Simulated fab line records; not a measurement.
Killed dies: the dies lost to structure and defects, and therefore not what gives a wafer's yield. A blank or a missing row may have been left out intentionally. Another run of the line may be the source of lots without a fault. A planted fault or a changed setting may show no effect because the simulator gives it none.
fab line records	flow gf180mcu
[record] lots = 5	wafers = 15	last-day = 34
route steps=602 shown HV_LDD@186
lots that met no fault: taken from a fault-free run of the same line
start-h: hours from the record's first day to the start of the lot's first wafer shown	wait-h: hours from the lot's prior step to this one	" identical to the entry in the row above	L1.1+2: a row that stands for several wafers	- no value, or no start given	* or withheld: withheld	< > ~ a bound
route shown NAME@n: a module of which the file shows steps, and the number in the route of the first	usual: the fault-free wafers' mean and standard deviation	same: alike in all rows	chamber/n: place in a boat	sites: readings site by site	_std_site: the standard deviation of these	_edge_site: the outer-site mean with the inner-site mean subtracted	radius-mm: how far each site lies from the wafer's centre	mask NAME#n: copy n	behind: the last tool/chamber to shape the wafer	hold: reason for holding the lot/hours on hold/outcome of the hold	device: whichever transistor did not switch (one of n, p or np)	end of line: the route-end tests of the same wafers	where a step has no rows: the recipe by itself	killed: at the first sort, the dies lost to defects and structure; wafer yield is something else	map: a wafer's dies, marking killed ones x, the rest . and places with no die _
set.NAME: the setting that was run; set.NAME@STEP: the one run at that earlier step	model.NAME: the simulator's own value behind a step, which no gauge read
lots seen at some steps along the route; tables by step, rows by wafer
services: the hour from which a tool's chamber was out of use, counted from the record's first day as start-h (under 0 if before that day), plus the number of hours and why
[[steps]]
[step GF_HV_LDD_STRIP_10]
[recipe] chemistry = O2/N2	power-w = 1400	pressure-mtorr = 1500	platen-temp-c = 250	o2-flow-sccm = 3000	n2-flow-sccm = 300	overash-fraction = 0.5
[usual] drypump-motor-current-A = 5.9/0.45	heater-power-w = 370/34	oes-product-au = 0.716/0.0046	platen-temp-c = 249.97/0.2	strip-time-to-endpoint-s = 12.62/0.041
lot.wafer	tool	chamber	start-h	wait-h	drypump-motor-current-A	heater-power-w	oes-product-au	platen-temp-c	rf-hours-counter-h	strip-time-to-endpoint-s
L080.1	plasma-asher-03	1	257.87	0.1	5.1	437	0.715	250.00	15	12.63
L080.4	"	1	"	"	5.1	441	0.727	250.27	-	12.66
L080.5	"	1	"	"	5.1	438	0.708	250.06	-	12.65
L085.2	plasma-asher-02	0	296.59	0.1	6.6	346	0.712	249.91	47	12.70
L085.3	"	0	"	"	6.5	346	0.719	250.21	-	12.72
L085.5	"	0	"	"	6.6	344	0.713	250.18	-	12.72
L089.1	plasma-asher-02	0	330.02	0.1	6.6	357	0.716	250.05	51	12.58
L089.4	"	0	"	"	6.5	345	0.710	249.97	-	12.58
L089.5	"	1	"	"	6.1	340	0.718	250.14	-	12.58
L091.1	plasma-asher-03	1	342.28	0.1	5.1	445	0.711	250.04	23	12.64
L091.2	"	0	"	"	5.7	380	0.711	249.97	23	12.61
L091.4	"	0	"	"	5.7	376	0.712	250.03	-	12.63
L095.2	plasma-asher-01	0	371.06	0.1	5.9	357	0.715	249.67	77	12.61
L095.4	"	1	"	"	6.2	348	0.723	250.01	-	12.61
L095.5	"	1	"	"	6.2	350	0.718	250.18	-	12.62
[step GF_HV_LDD_TW_MEAS_11]
[usual] HV_LDD_TW = 2416/22
lot.wafer	tool	chamber	start-h	wait-h	HV_LDD_TW
L080.1	film-metro-02	-	257.97	0.1	2407
L080.4	"	-	"	"	2406
L080.5	"	-	"	"	2417
L085.2	film-metro-03	-	296.70	0.1	2435
L085.3	"	-	"	"	2432
L085.5	"	-	"	"	2446
L089.1	film-metro-03	-	330.12	0.1	2453
L089.4	"	-	"	"	2458
L089.5	"	-	"	"	2467
L091.1	film-metro-01	-	342.38	0.1	2405
L091.2	"	-	"	"	2390
L091.4	"	-	"	"	2397
L095.2	film-metro-03	-	371.17	0.1	2442
L095.4	"	-	"	"	2437
L095.5	"	-	"	"	2448
[step GF_HV_LDD_DEHYDRATE_12]
[recipe] temp-c = 200	time-s = 60
[usual] resist-line-temp-C = 23.00/0.11
lot.wafer	tool	chamber	start-h	wait-h	resist-line-temp-C
L080.1	litho-track-01	0	266.89	8.9	22.97
L080.4	"	0	"	"	22.99
L080.5	"	0	"	"	23.05
L085.2	litho-track-01	0	306.26	9.5	23.03
L085.3	"	0	"	"	22.84
L085.5	"	0	"	"	22.94
L089.1	litho-track-03	0	340.13	10.0	23.12
L089.4	"	0	"	"	22.95
L089.5	"	0	"	"	22.97
L091.1	litho-track-03	0	352.43	10.0	22.99
L091.2	"	0	"	"	22.96
L091.4	"	0	"	"	23.05
L095.2	litho-track-01	0	381.81	10.6	23.00
L095.4	"	0	"	"	23.06
L095.5	"	0	"	"	22.96
[step GF_HV_LDD_HMDS_13]
[recipe] prime-time-s = 60	prime-temp-c = 120
[usual] resist-line-temp-C = 22.97/0.11
lot.wafer	tool	chamber	start-h	wait-h	resist-line-temp-C
L080.1	litho-track-01	0	267.04	0.1	22.99
L080.4	"	0	"	"	23.09
L080.5	"	0	"	"	22.93
L085.2	litho-track-01	0	306.41	0.1	23.12
L085.3	"	0	"	"	23.12
L085.5	"	0	"	"	23.12
L089.1	litho-track-03	0	340.28	0.1	23.08
L089.4	"	0	"	"	22.98
L089.5	"	0	"	"	23.08
L091.1	litho-track-03	0	352.58	0.1	22.89
L091.2	"	0	"	"	22.96
L091.4	"	0	"	"	23.13
L095.2	litho-track-01	0	381.96	0.1	23.10
L095.4	"	0	"	"	22.84
L095.5	"	0	"	"	22.96
[step GF_HV_LDD_COAT_14]
[recipe] resist = NOVOLAK	spin-rpm = 3000	resist-thk-nm = 1000
[usual] dispense-pressure-kPa = 53/6	resist-line-temp-C = 23.00/0.12
lot.wafer	tool	chamber	start-h	wait-h	dispense-pressure-kPa	resist-line-temp-C
L080.1	litho-track-01	0	267.19	0.1	55	23.13
L080.4	"	0	"	"	55	23.28
L080.5	"	0	"	"	55	23.00
L085.2	litho-track-01	0	306.56	0.1	55	22.91
L085.3	"	0	"	"	55	23.04
L085.5	"	0	"	"	55	23.02
L089.1	litho-track-03	0	340.43	0.1	57	22.96
L089.4	"	0	"	"	57	23.08
L089.5	"	0	"	"	57	23.04
L091.1	litho-track-03	0	352.73	0.1	57	23.05
L091.2	"	0	"	"	57	22.92
L091.4	"	0	"	"	57	23.02
L095.2	litho-track-01	0	382.11	0.1	55	22.88
L095.4	"	0	"	"	55	22.90
L095.5	"	0	"	"	55	22.85
[step GF_HV_LDD_SOFTBAKE_15]
[recipe] temp-c = 90	time-s = 60	resist = NOVOLAK
[usual] resist-line-temp-C = 23.01/0.11
lot.wafer	tool	chamber	start-h	wait-h	resist-line-temp-C
L080.1	litho-track-01	0	267.34	0.1	23.27
L080.4	"	0	"	"	23.19
L080.5	"	0	"	"	23.12
L085.2	litho-track-01	0	306.71	0.1	22.94
L085.3	"	0	"	"	23.17
L085.5	"	0	"	"	23.02
L089.1	litho-track-03	0	340.58	0.1	22.83
L089.4	"	0	"	"	22.86
L089.5	"	0	"	"	22.83
L091.1	litho-track-03	0	352.88	0.1	23.09
L091.2	"	0	"	"	22.98
L091.4	"	0	"	"	22.98
L095.2	litho-track-01	0	382.26	0.1	23.03
L095.4	"	0	"	"	23.06
L095.5	"	0	"	"	23.03
[step GF_HV_LDD_EXPOSE_16]
[recipe] mask-id = Pplus_LV_AREA	target-cd-nm = 400	na = 0.6	source-shape = conventional	sigma-outer = 0.6	dose-mj = 140
[usual] exposure-dose-mJ-cm2 = 139.98/0.15	stage-vel-mm-s = 499.98/0.24
lot.wafer	tool	chamber	start-h	wait-h	mask	exposure-dose-mJ-cm2	stage-vel-mm-s
L080.1	iline-stepper-01	0	-	-	Pplus_LV_AREA#0	139.98	499.86
L080.4	"	0	"	"	Pplus_LV_AREA#0	139.92	499.88
L080.5	"	0	"	"	Pplus_LV_AREA#0	139.88	499.55
L085.2	iline-stepper-02	0	-	-	Pplus_LV_AREA#0	140.03	499.98
L085.3	"	0	"	"	Pplus_LV_AREA#0	140.04	499.40
L085.5	"	0	"	"	Pplus_LV_AREA#0	139.95	499.57
L089.1	iline-stepper-02	0	-	-	Pplus_LV_AREA#0	140.04	500.07
L089.4	"	0	"	"	Pplus_LV_AREA#0	139.90	500.07
L089.5	"	0	"	"	Pplus_LV_AREA#0	140.04	499.70
L091.1	iline-stepper-02	0	-	-	Pplus_LV_AREA#0	139.64	500.22
L091.2	"	0	"	"	Pplus_LV_AREA#0	139.88	499.73
L091.4	"	0	"	"	Pplus_LV_AREA#0	139.63	499.93
L095.2	iline-stepper-02	0	-	-	Pplus_LV_AREA#0	140.00	500.09
L095.4	"	0	"	"	Pplus_LV_AREA#0	139.91	500.03
L095.5	"	0	"	"	Pplus_LV_AREA#0	140.03	500.42
[step GF_HV_LDD_PEB_17]
[recipe] temp-c = withheld	time-s = *	resist = NOVOLAK
[usual] resist-line-temp-C = *
lot.wafer	tool	chamber	start-h	wait-h	resist-line-temp-C
L080.1	litho-track-02	0	-	-	*
L080.4	"	0	"	"	*
L080.5	"	0	"	"	*
L085.2	litho-track-02	0	-	-	*
L085.3	"	0	"	"	*
L085.5	"	0	"	"	*
L089.1	litho-track-01	0	-	-	*
L089.4	"	0	"	"	*
L089.5	"	0	"	"	*
L091.1	litho-track-02	0	-	-	*
L091.2	"	0	"	"	*
L091.4	"	0	"	"	*
L095.2	litho-track-02	0	-	-	*
L095.4	"	0	"	"	*
L095.5	"	0	"	"	*
[step GF_HV_LDD_DEVELOP_18]
[recipe] develop-time-s = 60	dev-temp-c = 23
[usual] developer-temp-C = 22.99/0.1	resist-line-temp-C = 23.02/0.088
lot.wafer	tool	chamber	start-h	wait-h	developer-temp-C	resist-line-temp-C
L080.1	litho-track-02	0	276.56	0.1	23.13	22.98
L080.4	"	0	"	"	23.04	23.11
L080.5	"	0	"	"	23.07	23.01
L085.2	litho-track-02	0	316.98	0.1	23.08	22.95
L085.3	"	0	"	"	23.04	23.00
L085.5	"	0	"	"	22.92	22.91
L089.1	litho-track-01	0	351.09	0.1	23.16	23.06
L089.4	"	0	"	"	22.92	22.86
L089.5	"	0	"	"	23.00	22.92
L091.1	litho-track-02	0	363.61	0.1	23.10	23.10
L091.2	"	0	"	"	23.11	23.13
L091.4	"	0	"	"	22.98	23.06
L095.2	litho-track-02	0	393.63	0.1	23.01	22.87
L095.4	"	0	"	"	23.04	23.04
L095.5	"	0	"	"	23.05	22.88
[step GF_HV_LDD_CD_MEAS_19]
[recipe] target-cd-nm = 400
[usual] cd-nm = 400.0/2.1
lot.wafer	tool	chamber	start-h	wait-h	cd-nm
L080.1	cd-sem-01	-	276.71	0.1	401.5
L080.4	"	-	"	"	402.1
L080.5	"	-	"	"	402.8
L085.2	cd-sem-02	-	317.13	0.1	400.4
L085.3	"	-	"	"	402.0
L085.5	"	-	"	"	402.2
L089.1	cd-sem-01	-	351.24	0.1	396.7
L089.4	"	-	"	"	396.9
L089.5	"	-	"	"	397.4
L091.1	cd-sem-01	-	363.76	0.1	398.2
L091.2	"	-	"	"	394.3
L091.4	"	-	"	"	398.0
L095.2	cd-sem-02	-	393.78	0.1	400.3
L095.4	"	-	"	"	398.3
L095.5	"	-	"	"	398.8
[step GF_HV_LDD_OVL_MEAS_20]
[usual] HV_LDD_01_OVL = -0.6/1.4
lot.wafer	tool	chamber	start-h	wait-h	HV_LDD_01_OVL[nm]
L080.1	overlay-02	-	276.83	0.1	0.1
L080.4	"	-	"	"	0.4
L080.5	"	-	"	"	-0.9
L085.2	overlay-02	-	317.24	0.1	0.7
L085.3	"	-	"	"	1.6
L085.5	"	-	"	"	0.0
L089.1	overlay-02	-	351.36	0.1	-0.1
L089.4	"	-	"	"	-1.8
L089.5	"	-	"	"	-0.3
L091.1	overlay-02	-	363.88	0.1	-2.3
L091.2	"	-	"	"	-1.8
L091.4	"	-	"	"	-2.5
L095.2	overlay-01	-	393.88	0.1	-0.5
L095.4	"	-	"	"	0.1
L095.5	"	-	"	"	1.0
[step GF_HV_LDD_IMPLANT_21]
[recipe] species = BF2	energy-kev = 25	dose-cm2 = 5e+13	tilt-deg = 7
[usual] beam-on-s = 10.00/0.2
lot.wafer	tool	chamber	start-h	wait-h	beam-on-s
L080.1	implanter-03	0	276.87	0.0	9.86
L080.4	"	0	"	"	10.26
L080.5	"	0	"	"	9.76
L085.2	implanter-01	0	317.29	0.0	10.00
L085.3	"	0	"	"	10.24
L085.5	"	0	"	"	10.01
L089.1	implanter-01	0	351.39	0.0	9.95
L089.4	"	0	"	"	9.88
L089.5	"	0	"	"	10.04
L091.1	implanter-04	0	363.91	0.0	10.22
L091.2	"	0	"	"	10.48
L091.4	"	0	"	"	10.05
L095.2	implanter-01	0	393.94	0.0	9.90
L095.4	"	0	"	"	10.10
L095.5	"	0	"	"	10.08
[step GF_HV_LDD_STRIP_22]
[recipe] chemistry = O2/N2	power-w = 1400	pressure-mtorr = 1500	platen-temp-c = 250	o2-flow-sccm = 3000	n2-flow-sccm = 300	overash-fraction = 0.5
[usual] drypump-motor-current-A = 5.9/0.44	heater-power-w = 371/34	oes-product-au = 0.716/0.0041	platen-temp-c = 250.00/0.2	strip-time-to-endpoint-s = 12.62/0.036
lot.wafer	tool	chamber	start-h	wait-h	drypump-motor-current-A	heater-power-w	oes-product-au	platen-temp-c	rf-hours-counter-h	strip-time-to-endpoint-s
L080.1	plasma-asher-01	1	277.02	0.1	6.2	353	0.713	250.04	66	12.55
L080.4	"	1	"	"	6.2	352	0.714	250.28	-	12.61
L080.5	"	0	"	"	5.9	363	0.707	249.98	-	12.58
L085.2	plasma-asher-02	1	317.42	0.1	6.1	345	0.719	250.18	50	12.56
L085.3	"	1	"	"	6.1	345	0.715	249.92	-	12.57
L085.5	"	1	"	"	6.1	346	0.717	249.86	-	12.60
L089.1	plasma-asher-03	1	351.54	0.1	5.0	451	0.720	250.10	24	12.59
L089.4	"	1	"	"	5.0	444	0.724	250.08	-	12.61
L089.5	"	1	"	"	5.0	439	0.715	249.86	-	12.57
L091.1	plasma-asher-02	0	364.06	0.1	6.5	350	0.723	250.02	55	12.65
L091.2	"	1	"	"	6.0	343	0.711	250.39	55	12.66
L091.4	"	1	"	"	6.1	329	0.716	250.18	-	12.69
L095.2	plasma-asher-01	0	394.06	0.1	6.0	356	0.722	249.99	79	12.60
L095.4	"	0	"	"	6.0	368	0.719	249.69	-	12.63
L095.5	"	1	"	"	6.2	354	0.717	250.11	-	12.60
[step GF_HV_LDD_TW_MEAS_23]
[usual] HV_LDD_2_TW = 1058/7.9
lot.wafer	tool	chamber	start-h	wait-h	HV_LDD_2_TW
L080.1	film-metro-01	-	277.12	0.1	1050
L080.4	"	-	"	"	1051
L080.5	"	-	"	"	1050
L085.2	film-metro-01	-	317.53	0.1	1053
L085.3	"	-	"	"	1056
L085.5	"	-	"	"	1057
L089.1	film-metro-03	-	351.64	0.1	1070
L089.4	"	-	"	"	1065
L089.5	"	-	"	"	1067
L091.1	film-metro-03	-	364.16	0.1	1066
L091.2	"	-	"	"	1068
L091.4	"	-	"	"	1071
L095.2	film-metro-03	-	394.17	0.1	1065
L095.4	"	-	"	"	1069
L095.5	"	-	"	"	1067
[step GF_HV_LDD_DEHYDRATE_24]
[recipe] temp-c = 200	time-s = 60
[usual] resist-line-temp-C = 23.01/0.094
lot.wafer	tool	chamber	start-h	wait-h	resist-line-temp-C
L080.1	litho-track-03	0	286.43	9.3	23.04
L080.4	"	0	"	"	23.07
L080.5	"	0	"	"	23.02
L085.2	litho-track-02	0	326.98	9.4	23.08
L085.3	"	0	"	"	23.15
L085.5	"	0	"	"	23.27
L089.1	litho-track-03	0	361.72	10.1	22.96
L089.4	"	0	"	"	23.05
L089.5	"	0	"	"	22.97
L091.1	litho-track-02	0	374.76	10.6	23.08
L091.2	"	0	"	"	23.11
L091.4	"	0	"	"	23.10
L095.2	litho-track-01	0	404.61	10.4	22.95
L095.4	"	0	"	"	22.97
L095.5	"	0	"	"	22.93
[step GF_HV_LDD_HMDS_25]
[recipe] prime-time-s = 60	prime-temp-c = 120
[usual] resist-line-temp-C = 23.01/0.098
lot.wafer	tool	chamber	start-h	wait-h	resist-line-temp-C
L080.1	litho-track-03	0	286.58	0.1	22.94
L080.4	"	0	"	"	23.06
L080.5	"	0	"	"	23.09
L085.2	litho-track-02	0	327.13	0.1	23.15
L085.3	"	0	"	"	23.03
L085.5	"	0	"	"	23.05
L089.1	litho-track-03	0	361.87	0.1	22.93
L089.4	"	0	"	"	22.89
L089.5	"	0	"	"	22.84
L091.1	litho-track-02	0	374.91	0.1	22.95
L091.2	"	0	"	"	23.22
L091.4	"	0	"	"	23.04
L095.2	litho-track-01	0	404.76	0.1	22.99
L095.4	"	0	"	"	22.88
L095.5	"	0	"	"	23.09
[step GF_HV_LDD_COAT_26]
[recipe] resist = NOVOLAK	spin-rpm = 3000	resist-thk-nm = 1000
[usual] dispense-pressure-kPa = 52/6.6	resist-line-temp-C = 23.01/0.11
lot.wafer	tool	chamber	start-h	wait-h	dispense-pressure-kPa	resist-line-temp-C
L080.1	litho-track-03	0	286.73	0.1	57	23.22
L080.4	"	0	"	"	57	22.88
L080.5	"	0	"	"	57	23.07
L085.2	litho-track-02	0	327.28	0.1	42	23.05
L085.3	"	0	"	"	42	22.95
L085.5	"	0	"	"	42	23.04
L089.1	litho-track-03	0	362.02	0.1	57	23.04
L089.4	"	0	"	"	57	22.95
L089.5	"	0	"	"	57	23.04
L091.1	litho-track-02	0	375.06	0.1	42	22.92
L091.2	"	0	"	"	42	23.08
L091.4	"	0	"	"	42	23.03
L095.2	litho-track-01	0	404.91	0.1	55	23.06
L095.4	"	0	"	"	55	23.02
L095.5	"	0	"	"	55	23.13
[step GF_HV_LDD_SOFTBAKE_27]
[recipe] temp-c = 90	time-s = 60	resist = NOVOLAK
[usual] resist-line-temp-C = 23.00/0.12
lot.wafer	tool	chamber	start-h	wait-h	resist-line-temp-C
L080.1	litho-track-03	0	286.88	0.1	22.95
L080.4	"	0	"	"	23.03
L080.5	"	0	"	"	23.03
L085.2	litho-track-02	0	327.43	0.1	22.77
L085.3	"	0	"	"	22.94
L085.5	"	0	"	"	22.88
L089.1	litho-track-03	0	362.17	0.1	23.08
L089.4	"	0	"	"	23.08
L089.5	"	0	"	"	23.04
L091.1	litho-track-02	0	375.21	0.1	22.95
L091.2	"	0	"	"	22.97
L091.4	"	0	"	"	22.81
L095.2	litho-track-01	0	405.06	0.1	22.91
L095.4	"	0	"	"	23.08
L095.5	"	0	"	"	23.01
[step GF_HV_LDD_EXPOSE_28]
[recipe] mask-id = Nplus_HV_AREA	target-cd-nm = 400	na = 0.6	source-shape = conventional	sigma-outer = 0.6	dose-mj = 140
[usual] exposure-dose-mJ-cm2 = 139.98/0.14	stage-vel-mm-s = 500.01/0.26
lot.wafer	tool	chamber	start-h	wait-h	mask	exposure-dose-mJ-cm2	stage-vel-mm-s
L080.1	iline-stepper-02	0	-	-	Nplus_HV_AREA#0	140.08	499.91
L080.4	"	0	"	"	Nplus_HV_AREA#0	140.23	499.83
L080.5	"	0	"	"	Nplus_HV_AREA#0	139.96	500.04
L085.2	iline-stepper-02	0	-	-	Nplus_HV_AREA#0	140.06	499.62
L085.3	"	0	"	"	Nplus_HV_AREA#0	139.83	499.47
L085.5	"	0	"	"	Nplus_HV_AREA#0	139.79	499.33
L089.1	iline-stepper-02	0	-	-	Nplus_HV_AREA#0	140.11	499.98
L089.4	"	0	"	"	Nplus_HV_AREA#0	139.97	499.74
L089.5	"	0	"	"	Nplus_HV_AREA#0	139.97	499.83
L091.1	iline-stepper-02	0	-	-	Nplus_HV_AREA#0	140.11	499.76
L091.2	"	0	"	"	Nplus_HV_AREA#0	140.05	499.75
L091.4	"	0	"	"	Nplus_HV_AREA#0	139.82	500.01
L095.2	iline-stepper-02	0	-	-	Nplus_HV_AREA#0	139.84	500.11
L095.4	"	0	"	"	Nplus_HV_AREA#0	139.95	500.13
L095.5	"	0	"	"	Nplus_HV_AREA#0	139.81	500.25
[step GF_HV_LDD_PEB_29]
[recipe] temp-c = withheld	time-s = *	resist = NOVOLAK
[usual] resist-line-temp-C = *
lot.wafer	tool	chamber	start-h	wait-h	resist-line-temp-C
L080.1	litho-track-03	0	-	-	*
L080.4	"	0	"	"	*
L080.5	"	0	"	"	*
L085.2	litho-track-02	0	-	-	*
L085.3	"	0	"	"	*
L085.5	"	0	"	"	*
L089.1	litho-track-03	0	-	-	*
L089.4	"	0	"	"	*
L089.5	"	0	"	"	*
L091.1	litho-track-03	0	-	-	*
L091.2	"	0	"	"	*
L091.4	"	0	"	"	*
L095.2	litho-track-02	0	-	-	*
L095.4	"	0	"	"	*
L095.5	"	0	"	"	*
[step GF_HV_LDD_DEVELOP_30]
[recipe] develop-time-s = 60	dev-temp-c = 23
[usual] developer-temp-C = 23.02/0.12	resist-line-temp-C = 22.99/0.11
lot.wafer	tool	chamber	start-h	wait-h	developer-temp-C	resist-line-temp-C
L080.1	litho-track-03	0	296.63	0.1	23.01	22.94
L080.4	"	0	"	"	23.06	23.08
L080.5	"	0	"	"	23.11	22.95
L085.2	litho-track-02	0	337.63	0.1	22.83	22.94
L085.3	"	0	"	"	22.90	22.84
L085.5	"	0	"	"	22.85	22.95
L089.1	litho-track-03	0	373.17	0.1	23.00	22.90
L089.4	"	0	"	"	23.13	22.89
L089.5	"	0	"	"	22.98	22.92
L091.1	litho-track-03	0	386.32	0.1	23.15	23.05
L091.2	"	0	"	"	22.98	22.98
L091.4	"	0	"	"	22.94	23.11
L095.2	litho-track-02	0	415.88	0.1	23.34	22.99
L095.4	"	0	"	"	23.07	22.82
L095.5	"	0	"	"	23.22	22.92
[step GF_HV_LDD_CD_MEAS_31]
[recipe] target-cd-nm = 400
[usual] cd-nm = 400.0/2.4
lot.wafer	tool	chamber	start-h	wait-h	cd-nm
L080.1	cd-sem-01	-	296.78	0.1	401.3
L080.4	"	-	"	"	403.7
L080.5	"	-	"	"	403.6
L085.2	cd-sem-02	-	337.78	0.1	402.7
L085.3	"	-	"	"	400.1
L085.5	"	-	"	"	400.0
L089.1	cd-sem-02	-	373.32	0.1	397.3
L089.4	"	-	"	"	399.4
L089.5	"	-	"	"	398.8
L091.1	cd-sem-02	-	386.47	0.1	396.3
L091.2	"	-	"	"	398.0
L091.4	"	-	"	"	397.5
L095.2	cd-sem-01	-	416.03	0.1	402.6
L095.4	"	-	"	"	402.3
L095.5	"	-	"	"	399.1
[step GF_HV_LDD_OVL_MEAS_32]
[usual] HV_LDD_02_OVL = 0.1/1.2
lot.wafer	tool	chamber	start-h	wait-h	HV_LDD_02_OVL[nm]
L080.1	overlay-01	-	296.90	0.1	-0.3
L080.4	"	-	"	"	-1.4
L080.5	"	-	"	"	-0.7
L085.2	overlay-01	-	337.89	0.1	-0.3
L085.3	"	-	"	"	-1.4
L085.5	"	-	"	"	-0.8
L089.1	overlay-01	-	373.44	0.1	-0.7
L089.4	"	-	"	"	0.4
L089.5	"	-	"	"	-1.0
L091.1	overlay-01	-	386.59	0.1	-1.2
L091.2	"	-	"	"	-0.2
L091.4	"	-	"	"	-1.0
L095.2	overlay-02	-	416.13	0.1	-0.6
L095.4	"	-	"	"	-1.6
L095.5	"	-	"	"	-0.7
[step GF_HV_LDD_IMPLANT_33]
[recipe] species = P	energy-kev = 60	dose-cm2 = 7.5e+12	tilt-deg = 30	rotation-deg = 0
[usual] beam-on-s = 10.00/0.2
lot.wafer	tool	chamber	start-h	wait-h	beam-on-s
L080.1	implanter-04	0	296.93	0.0	9.76
L080.4	"	0	"	"	10.18
L080.5	"	0	"	"	10.09
L085.2	implanter-01	0	337.94	0.0	10.00
L085.3	"	0	"	"	9.94
L085.5	"	0	"	"	10.06
L089.1	implanter-03	0	373.48	0.0	10.14
L089.4	"	0	"	"	10.32
L089.5	"	0	"	"	9.47
L091.1	implanter-01	0	386.63	0.0	9.96
L091.2	"	0	"	"	10.11
L091.4	"	0	"	"	10.25
L095.2	implanter-03	0	416.19	0.0	10.06
L095.4	"	0	"	"	10.08
L095.5	"	0	"	"	9.73
[step GF_HV_LDD_IMPLANT_34]
[recipe] species = P	energy-kev = 60	dose-cm2 = 7.5e+12	tilt-deg = 30	rotation-deg = 90
[usual] beam-on-s = 10.00/0.21
lot.wafer	tool	chamber	start-h	wait-h	beam-on-s
L080.1	implanter-04	0	297.08	0.1	10.30
L080.4	"	0	"	"	10.01
L080.5	"	0	"	"	9.59
L085.2	implanter-01	0	338.09	0.1	10.03
L085.3	"	0	"	"	10.02
L085.5	"	0	"	"	9.94
L089.1	implanter-03	0	373.63	0.1	10.10
L089.4	"	0	"	"	9.99
L089.5	"	0	"	"	9.99
L091.1	implanter-01	0	386.78	0.1	10.12
L091.2	"	0	"	"	10.19
L091.4	"	0	"	"	9.95
L095.2	implanter-03	0	416.34	0.1	9.80
L095.4	"	0	"	"	9.69
L095.5	"	0	"	"	10.16
[[services]]
tool	chamber	start-h	hours	kind
implanter-01	-	234.32	4.4	pm
iline-stepper-02	-	234.93	5.7	repair
implanter-04	-	247.68	1.2	repair
plasma-asher-01	-	262.77	2.8	pm
plasma-asher-02	-	277.99	1.2	repair
implanter-04	-	278.90	3.2	repair
implanter-01	-	279.93	4.4	pm
implanter-03	-	293.33	1.7	repair
plasma-asher-03	-	304.67	14.6	pm
plasma-asher-01	-	308.91	0.6	repair
plasma-asher-01	-	363.94	2.2	repair
iline-stepper-02	-	364.16	1.7	pm
plasma-asher-03	-	365.41	3.3	repair
implanter-04	-	366.70	0.6	repair
plasma-asher-03	-	368.67	1.5	repair
implanter-01	-	371.20	1.5	repair
iline-stepper-01	-	389.16	8.3	repair
implanter-04	-	393.01	1.7	repair
iline-stepper-01	-	397.46	1.7	pm
plasma-asher-03	-	397.89	15.6	pm
iline-stepper-01	-	403.65	4.3	pm
[[key]]
fault none
